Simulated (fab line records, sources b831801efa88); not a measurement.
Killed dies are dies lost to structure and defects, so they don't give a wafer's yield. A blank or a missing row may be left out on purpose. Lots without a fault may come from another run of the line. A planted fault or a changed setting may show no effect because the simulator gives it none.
fab line records | flow gf180mcu
record lots=14 wafers=42 last_day=34
route steps=602 shown V2@407 M3@424 V3@443 M4@468
lots that met no fault: from a run of the same line without faults
start_h: hours from the record's first day to the start of the lot's first wafer shown | wait_h: hours since the lot's step before | " the same as in the row above | L1.1+2: a row that stands for several wafers | - no value, or no start given | * or withheld: withheld | < > ~ a bound
route shown NAME@n: a module of which the file shows steps, and the number in the route of the first | usual: mean/standard deviation of fault-free wafers | same: alike in all rows | chamber/n: place in a boat | sites: the reading at each site | _std_site: their standard deviation | _edge_site: outer sites' mean less inner sites' | radius_mm: how far each site lies from the wafer's centre | mask NAME#n: copy n | behind: the tool/chamber that last shaped the wafer | hold: why the lot was held/for how many hours/how that ended | device: the transistor (n, p or np) that didn't switch | end of line: the same wafers' tests at the end of the route | a step without rows: its recipe alone | killed: dies lost to structure and defects at the first sort, not the wafer's yield | map: a wafer's dies, x killed, . not, _ none there
set.NAME: the setting as run; set.NAME@STEP: as run at that earlier step | model.NAME: the simulator's own value behind a step, which no gauge read
steps of the route over a sample of lots; a table a step, a row a wafer
services: from which hour (start_h, from the record's first day; less than 0 if before it) a tool's chamber was out of use, for how many hours, and why
## steps
# step GF_V2_THK_MEAS_25
# recipe thk_meas_gauge=xrf reads=W_of_V2_CVD_23
# usual V2_W_THK=375/4.8
# columns lot.wafer tool chamber start_h wait_h V2_W_THK[nm]
L993.1 film_metro-02 - 461.92 0.1 379
L993.2 " - " " 375
L993.4 " - " " 381
L995.1 film_metro-02 - 482.90 0.1 371
L995.4 " - " " 381
L995.6 " - " " 376
L994.1 film_metro-04 - 483.46 0.1 374
L994.2 " - " " 379
L994.3 " - " " 374
L996.4 film_metro-04 - 487.74 0.1 373
L996.5 " - " " 372
L996.6 " - " " 377
L998.3 film_metro-04 - 510.58 0.1 366
L998.4 " - " " 372
L998.5 " - " " 364
L997.3 film_metro-02 - 512.18 0.1 372
L997.5 " - " " 367
L997.6 " - " " 370
L999.1 film_metro-04 - 524.92 0.1 375
L999.5 " - " " 371
L999.6 " - " " 379
L100.1 film_metro-04 - 530.57 0.1 375
L100.3 " - " " 372
L100.6 " - " " 368
L101.3 film_metro-02 - 534.50 0.1 374
L101.5 " - " " 375
L101.6 " - " " 378
L102.1 film_metro-02 - 554.06 0.1 376
L102.2 " - " " 371
L102.5 " - " " 371
L105.4 film_metro-02 - 567.68 0.1 376
L105.5 " - " " 366
L105.6 " - " " 374
L108.1 film_metro-04 - 592.98 0.1 382
L108.2 " - " " 377
L108.5 " - " " 377
L113.1 film_metro-02 - 636.78 0.1 375
L113.4 " - " " 375
L113.5 " - " " 374
L114.1 film_metro-04 - 637.17 0.1 370
L114.4 " - " " 372
L114.6 " - " " 374
# step GF_M3_OVL_MEAS_15
# usual M3_OVL=0/5.8
# columns lot.wafer tool chamber start_h wait_h M3_OVL[nm]
L993.1 overlay-02 - 487.03 0.1 -1
L993.2 " - " " 3
L993.4 " - " " 4
L995.1 overlay-01 - 506.97 0.1 -5
L995.4 " - " " -8
L995.6 " - " " 1
L994.1 overlay-02 - 507.32 0.1 2
L994.2 " - " " -5
L994.3 " - " " 0
L996.4 overlay-02 - 511.91 0.1 1
L996.5 " - " " 1
L996.6 " - " " 1
L998.3 overlay-02 - 534.78 0.1 -7
L998.4 " - " " -8
L998.5 " - " " -11
L997.3 overlay-02 - 536.08 0.1 1
L997.5 " - " " -1
L997.6 " - " " 1
L999.1 overlay-02 - 547.77 0.1 -2
L999.5 " - " " 8
L999.6 " - " " -5
L100.1 overlay-01 - 554.03 0.1 -1
L100.3 " - " " 6
L100.6 " - " " -7
L101.3 overlay-01 - 557.19 0.1 14
L101.5 " - " " 4
L101.6 " - " " -1
L102.1 overlay-02 - 576.58 0.1 2
L102.2 " - " " -2
L102.5 " - " " 7
L105.4 overlay-01 - 590.00 0.1 5
L105.5 " - " " 4
L105.6 " - " " 4
L108.1 overlay-01 - 614.58 0.1 4
L108.2 " - " " 3
L108.5 " - " " -1
L113.1 overlay-01 - 657.37 0.1 -4
L113.4 " - " " -5
L113.5 " - " " 1
L114.1 overlay-02 - 657.88 0.1 -22
L114.4 " - " " -6
L114.6 " - " " 2
# step GF_V3_CD_MEAS_14
# recipe target_cd_nm=260
# usual cd_nm=259.6/1.3
# columns lot.wafer tool chamber start_h wait_h cd_nm
L993.1 cd_sem-02 - 511.88 0.1 261.5
L993.2 " - " " 261.0
L993.4 " - " " 260.2
L995.1 cd_sem-02 - 530.83 0.1 260.1
L995.4 " - " " 259.5
L995.6 " - " " 259.3
L994.1 cd_sem-02 - 531.45 0.1 258.7
L994.2 " - " " 258.0
L994.3 " - " " 257.7
L996.4 cd_sem-01 - 535.99 0.1 258.2
L996.5 " - " " 259.2
L996.6 " - " " 258.0
L998.3 cd_sem-02 - 558.70 0.1 256.7
L998.4 " - " " 258.1
L998.5 " - " " 257.7
L997.3 cd_sem-01 - 559.32 0.1 259.4
L997.5 " - " " 259.9
L997.6 " - " " 259.5
L999.1 cd_sem-02 - 571.23 0.1 261.2
L999.5 " - " " 259.3
L999.6 " - " " 261.5
L100.1 cd_sem-02 - 577.33 0.1 261.1
L100.3 " - " " 261.3
L100.6 " - " " 261.7
L101.3 cd_sem-01 - 580.82 0.1 259.7
L101.5 " - " " 260.3
L101.6 " - " " 260.1
L102.1 cd_sem-01 - 599.45 0.1 258.7
L102.2 " - " " 259.4
L102.5 " - " " 259.0
L105.4 cd_sem-01 - 612.07 0.1 259.7
L105.5 " - " " 257.6
L105.6 " - " " 258.0
L108.1 cd_sem-02 - 635.98 0.1 259.1
L108.2 " - " " 257.6
L108.5 " - " " 259.0
L113.1 cd_sem-02 - 677.91 0.1 260.3
L113.4 " - " " 259.7
L113.5 " - " " 261.0
L114.1 cd_sem-01 - 678.75 0.1 259.6
L114.4 " - " " 259.7
L114.6 " - " " 259.3
# step GF_M4_PEB_12
# recipe peb_temp_c=135 peb_time_s=90 resist=KrF
# usual heater_power_total_W=85.70/0.087 plate_temp_C=134.98/0.12
# same peb_time_s=90
# columns lot.wafer tool chamber start_h wait_h heater_power_total_W plate_temp_C
L993.1 litho_track-02 0 536.15 - 85.71 134.86
L993.2 " 0 " " 85.69 135.02
L993.4 " 0 " " 85.64 134.92
L995.1 litho_track-01 0 555.10 - 85.66 134.86
L995.4 " 0 " " 85.83 135.03
L995.6 " 0 " " 85.71 134.97
L994.1 litho_track-02 0 555.50 - 85.71 134.94
L994.2 " 0 " " 85.59 135.10
L994.3 " 0 " " 85.66 134.95
L996.4 litho_track-03 0 559.68 - 85.65 134.92
L996.5 " 0 " " 85.69 134.87
L996.6 " 0 " " 85.75 134.70
L998.3 litho_track-02 0 581.27 - 85.68 134.99
L998.4 " 0 " " 85.80 134.93
L998.5 " 0 " " 85.67 135.16
L997.3 litho_track-03 0 581.94 - 85.85 135.04
L997.5 " 0 " " 85.78 134.87
L997.6 " 0 " " 85.64 135.12
L999.1 litho_track-02 0 593.50 - 85.64 135.07
L999.5 " 0 " " 85.72 134.87
L999.6 " 0 " " 85.77 134.77
L100.1 litho_track-02 0 600.20 - 85.71 135.03
L100.3 " 0 " " 85.74 135.04
L100.6 " 0 " " 85.62 134.99
L101.3 litho_track-02 0 603.52 - 85.75 135.05
L101.5 " 0 " " 85.78 135.06
L101.6 " 0 " " 85.56 135.07
L102.1 litho_track-03 0 620.28 - 85.81 135.16
L102.2 " 0 " " 85.64 135.04
L102.5 " 0 " " 85.76 135.15
L105.4 litho_track-03 0 633.48 - 86.66 136.11
L105.5 " 0 " " 86.84 136.31
L105.6 " 0 " " 86.57 136.28
L108.1 litho_track-03 0 657.57 - 86.81 136.30
L108.2 " 0 " " 86.91 136.40
L108.5 " 0 " " 86.78 136.33
L113.1 litho_track-01 0 698.05 - 85.65 134.87
L113.4 " 0 " " 85.82 134.85
L113.5 " 0 " " 85.78 134.65
L114.1 litho_track-01 0 698.40 - 85.77 134.98
L114.4 " 0 " " 85.74 134.85
L114.6 " 0 " " 85.78 134.83
## services
# columns tool chamber start_h hours kind
litho_track-03 - 614.00 - consumable_replace:filter
## key
first_sign step=GF_M4_PEB_12 reading=heater_power_total_W direction=up sigmas=12 usual=85.70 struck=86.76
effect step=GF_M4_PEB_12 reading=plate_temp_C direction=up sigmas=11 usual=* struck=*
met_at GF_M4_PEB_12
struck_lots L105,L108
not_acting_at GF_V2_THK_MEAS_25,GF_M3_OVL_MEAS_15,GF_V3_CD_MEAS_14
onset_between 620.28 633.48
fault kind=process_parameter_drift tool=litho_track-03 chamber=- onset_h=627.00 steps=GF_M4_PEB_12 channel=peb_temp_c offset=* shape=step end_h=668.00 acts_in=* stated=*
